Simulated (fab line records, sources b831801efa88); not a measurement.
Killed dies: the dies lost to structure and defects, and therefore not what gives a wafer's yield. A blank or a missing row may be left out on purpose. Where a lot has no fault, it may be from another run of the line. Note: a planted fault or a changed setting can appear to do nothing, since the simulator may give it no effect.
Matching of chambers -- flow sfq-line -- SFQ_TRILAYER_I4_CMP_CMP_100 on cmp-01: 4 sister chambers
The step polishes SiO2. 8 wafers are shown with their chamber, then 8 later ones without.

WAFERS, EACH WITH ITS CHAMBER
wafer,chamber,motor-current-A (A),time-to-endpoint-s (s)
L767.3,3,12.7,218
L772.3,1,9.7,211
L772.4,2,9.4,222
L772.5,0,10.9,226
L780.1,0,11.4,208
L780.4,2,9.1,216
L780.6,3,12.6,220
L786.3,1,9.7,206

WAFERS WITHOUT THEIR CHAMBER
wafer,motor-current-A (A),time-to-endpoint-s (s)
L786.1,10.7,215
L786.6,9.9,215
L787.1,10.9,214
L787.4,12.1,223
L787.5,11.1,216
L788.3,9.4,216
L788.1,11.1,218
L788.2,10.5,212

THE CHAMBER EACH PASSED THROUGH
wafer,from the rows above,in truth
L786.1,0,0
L786.6,can't be placed: 1 or 2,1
L787.1,0,0
L787.4,can't be placed: 3 or 0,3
L787.5,0,0
L788.3,can't be placed: 2 or 1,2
L788.1,0,0
L788.2,can't be placed: 0 or 1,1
4 of 8 placed correctly. Can't be placed from these rows: 4 (the true chamber is among the candidates in 4). Placed wrongly: 0.
How it was worked out, from the rows above alone: a wafer's distance from a chamber is the root of the sum, over the readings, of the square of ((its reading less the chamber's mean) divided by the reading's scatter). If the next closest chamber is less than 2 further off than the closest, the wafer can't be placed; otherwise it belongs to the closest. The mean given for a chamber averages the wafers shown for that chamber. The scatter: the root of (the sum of the squares of (reading less its chamber's mean) over the shown wafers, divided by (wafers less chambers)).
